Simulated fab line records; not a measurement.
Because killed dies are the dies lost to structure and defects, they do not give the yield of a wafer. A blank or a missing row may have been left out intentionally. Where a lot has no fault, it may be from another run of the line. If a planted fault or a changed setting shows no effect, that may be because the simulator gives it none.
Chamber matching / flow gf180mcu / 4 sister chambers for GF_V3_ETCH_16 on rie_diel-04
The step etches BARC in N2/H2. 20 wafers are shown with their chamber, then 10 later ones without.

## WAFERS PAIRED WITH THEIR CHAMBERS
wafer=L079.2; chamber=2; drypump_motor_current_A (A)=6.5; throttle_valve_pct (%)=13.213; oes_product_au (a.u.)=0.856
wafer=L079.4; chamber=0; drypump_motor_current_A (A)=4.9; throttle_valve_pct (%)=13.211; oes_product_au (a.u.)=0.861
wafer=L079.6; chamber=1; drypump_motor_current_A (A)=5.5; throttle_valve_pct (%)=13.214; oes_product_au (a.u.)=0.865
wafer=L081.1; chamber=0; drypump_motor_current_A (A)=5.0; throttle_valve_pct (%)=13.228; oes_product_au (a.u.)=0.860
wafer=L081.2; chamber=1; drypump_motor_current_A (A)=5.5; throttle_valve_pct (%)=13.216; oes_product_au (a.u.)=0.848
wafer=L081.4; chamber=3; drypump_motor_current_A (A)=4.9; throttle_valve_pct (%)=13.238; oes_product_au (a.u.)=0.856
wafer=L083.1; chamber=1; drypump_motor_current_A (A)=5.5; throttle_valve_pct (%)=13.226; oes_product_au (a.u.)=0.860
wafer=L083.5; chamber=1; drypump_motor_current_A (A)=5.5; throttle_valve_pct (%)=13.220; oes_product_au (a.u.)=0.851
wafer=L083.6; chamber=0; drypump_motor_current_A (A)=4.9; throttle_valve_pct (%)=13.226; oes_product_au (a.u.)=0.857
wafer=L085.1; chamber=2; drypump_motor_current_A (A)=6.6; throttle_valve_pct (%)=13.219; oes_product_au (a.u.)=0.861
wafer=L085.5; chamber=0; drypump_motor_current_A (A)=4.9; throttle_valve_pct (%)=13.216; oes_product_au (a.u.)=0.851
wafer=L085.6; chamber=2; drypump_motor_current_A (A)=6.6; throttle_valve_pct (%)=13.208; oes_product_au (a.u.)=0.847
wafer=L091.1; chamber=1; drypump_motor_current_A (A)=5.5; throttle_valve_pct (%)=13.219; oes_product_au (a.u.)=0.848
wafer=L091.4; chamber=2; drypump_motor_current_A (A)=6.6; throttle_valve_pct (%)=13.234; oes_product_au (a.u.)=0.849
wafer=L091.6; chamber=0; drypump_motor_current_A (A)=4.9; throttle_valve_pct (%)=13.229; oes_product_au (a.u.)=0.858
wafer=L092.1; chamber=2; drypump_motor_current_A (A)=6.6; throttle_valve_pct (%)=13.226; oes_product_au (a.u.)=0.852
wafer=L092.3; chamber=1; drypump_motor_current_A (A)=5.5; throttle_valve_pct (%)=13.224; oes_product_au (a.u.)=0.859
wafer=L092.4; chamber=2; drypump_motor_current_A (A)=6.5; throttle_valve_pct (%)=13.242; oes_product_au (a.u.)=0.856
wafer=L094.1; chamber=2; drypump_motor_current_A (A)=6.6; throttle_valve_pct (%)=13.231; oes_product_au (a.u.)=0.850
wafer=L094.2; chamber=1; drypump_motor_current_A (A)=5.5; throttle_valve_pct (%)=13.243; oes_product_au (a.u.)=0.853

SIGNATURES, as means of the wafers listed above
reading=drypump_motor_current_A; chamber 0=4.920; chamber 1=5.500; chamber 2=6.571; chamber 3=4.900; scatter within a chamber=0.0373
reading=throttle_valve_pct; chamber 0=13.22200; chamber 1=13.22314; chamber 2=13.22471; chamber 3=13.23800; scatter within a chamber=0.0103
reading=oes_product_au; chamber 0=0.85740; chamber 1=0.85486; chamber 2=0.85300; chamber 3=0.85600; scatter within a chamber=0.00539
Rule: a wafer lies at a distance from a chamber equal to the root of the sum of squares, over the readings, of (its reading less the chamber's mean, divided by the reading's scatter). If the next closest chamber is less than 2 further off than the closest, the wafer can't be placed; otherwise it belongs to the closest. How the scatter is found: for the shown wafers, subtract from each reading the mean of its chamber, square and add these, divide the total by (wafers less chambers), then take the root.

## WAFERS MISSING THEIR CHAMBER
wafer=L094.6; drypump_motor_current_A (A)=5.0; throttle_valve_pct (%)=13.237; oes_product_au (a.u.)=0.850
wafer=L095.1; drypump_motor_current_A (A)=5.5; throttle_valve_pct (%)=13.227; oes_product_au (a.u.)=0.860
wafer=L095.2; drypump_motor_current_A (A)=6.6; throttle_valve_pct (%)=13.228; oes_product_au (a.u.)=0.852
wafer=L095.4; drypump_motor_current_A (A)=6.6; throttle_valve_pct (%)=13.230; oes_product_au (a.u.)=0.859
wafer=L096.1; drypump_motor_current_A (A)=5.0; throttle_valve_pct (%)=13.228; oes_product_au (a.u.)=0.856
wafer=L096.3; drypump_motor_current_A (A)=6.6; throttle_valve_pct (%)=13.242; oes_product_au (a.u.)=0.854
wafer=L096.5; drypump_motor_current_A (A)=5.5; throttle_valve_pct (%)=13.245; oes_product_au (a.u.)=0.855
wafer=L097.2; drypump_motor_current_A (A)=4.9; throttle_valve_pct (%)=13.231; oes_product_au (a.u.)=0.854
wafer=L097.3; drypump_motor_current_A (A)=6.6; throttle_valve_pct (%)=13.217; oes_product_au (a.u.)=0.848
wafer=L097.6; drypump_motor_current_A (A)=4.9; throttle_valve_pct (%)=13.228; oes_product_au (a.u.)=0.842

## WHICH CHAMBER EACH WENT THROUGH
wafer=L094.6; from the rows above=can't be placed: 3 or 0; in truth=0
wafer=L095.1; from the rows above=1; in truth=1
wafer=L095.2; from the rows above=2; in truth=2
wafer=L095.4; from the rows above=2; in truth=2
wafer=L096.1; from the rows above=can't be placed: 0 or 3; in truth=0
wafer=L096.3; from the rows above=2; in truth=2
wafer=L096.5; from the rows above=1; in truth=1
wafer=L097.2; from the rows above=can't be placed: 3 or 0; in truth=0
wafer=L097.3; from the rows above=2; in truth=2
wafer=L097.6; from the rows above=can't be placed: 3 or 0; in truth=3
Correctly placed: 6 of 10. These rows do not allow placing 4 (true chamber among the candidates in 4). Placed wrongly: 0.
